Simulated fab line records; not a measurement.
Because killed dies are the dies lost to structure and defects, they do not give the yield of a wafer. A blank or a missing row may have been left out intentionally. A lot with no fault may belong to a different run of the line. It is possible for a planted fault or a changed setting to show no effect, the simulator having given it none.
Which tool is to blame? + flow sky130 + 7 lots with 21 wafers sampled at 2 steps, on a route of 708 steps

WHAT THE GAUGES SHOWED, per wafer
SKY_LDD_P_TW_MEAS_11.
| lot  | measured     | on            | LDD_P_TW                |
|------|--------------|---------------|-------------------------|
| L634 | day 19 13:19 | film_metro-02 | 640 643 640             |
| L637 | day 21 00:25 | film_metro-03 | 642 647 643             |
| L639 | day 21 21:01 | film_metro-03 | 644 645 642             |
| L641 | day 22 16:22 | film_metro-04 | 633 638 633             |
| L645 | day 24 04:52 | film_metro-04 | 639 642 641             |
| L648 | day 25 07:16 | film_metro-04 | 657 654 651 651 657 654 |
| L655 | day 27 20:19 | film_metro-03 | 644 639 642             |

TOOL THAT RAN EACH LOT (tool first, then ch and the chambers of the sampled wafers, then the start)
| lot  | SKY_LDD_P_IMPLANT_09            |
|------|---------------------------------|
| L634 | implanter-01 ch 0, day 19 13:04 |
| L637 | implanter-03 ch 0, day 21 00:11 |
| L639 | implanter-01 ch 0, day 21 20:46 |
| L641 | implanter-04 ch 0, day 22 16:09 |
| L645 | implanter-03 ch 0, day 24 04:38 |
| L648 | implanter-03 ch 0, day 25 07:03 |
| L655 | implanter-04 ch 0, day 27 20:04 |
- SKY_LDD_P_IMPLANT_09

THE ANSWER, worked out from the rows above alone
Rule: what is usual is taken from the lots themselves. Put in order of their means at a reading, lots are off if they are a third of the lots or fewer, leave a main group of 4 or more, and stand apart from it by a gap of 3 or more times the standard deviation of the main group's means; of several such gaps the widest counts. A main group is skipped when, at the precision printed for the reading in the tables above, its means are all equal. A lot without any number at a reading at which 4 lots or more have one is off too. The other lots that the step has rows for count as sound.
Off: L648, seen at SKY_LDD_P_TW_MEAS_11 (LDD_P_TW). Main group: mean 641, sd 3.1.
If a tool, at a process step before that reading, ran all the lots that are off and no sound lot after the first of them, it fits. Gauges at SKY_LDD_P_TW_MEAS_11: tried the same way as those tools. Can't be told from this: 2 tools fit, implanter-03 at SKY_LDD_P_IMPLANT_09, film_metro-04 at SKY_LDD_P_TW_MEAS_11.

WHAT WAS PUT IN BY THE SIMULATOR
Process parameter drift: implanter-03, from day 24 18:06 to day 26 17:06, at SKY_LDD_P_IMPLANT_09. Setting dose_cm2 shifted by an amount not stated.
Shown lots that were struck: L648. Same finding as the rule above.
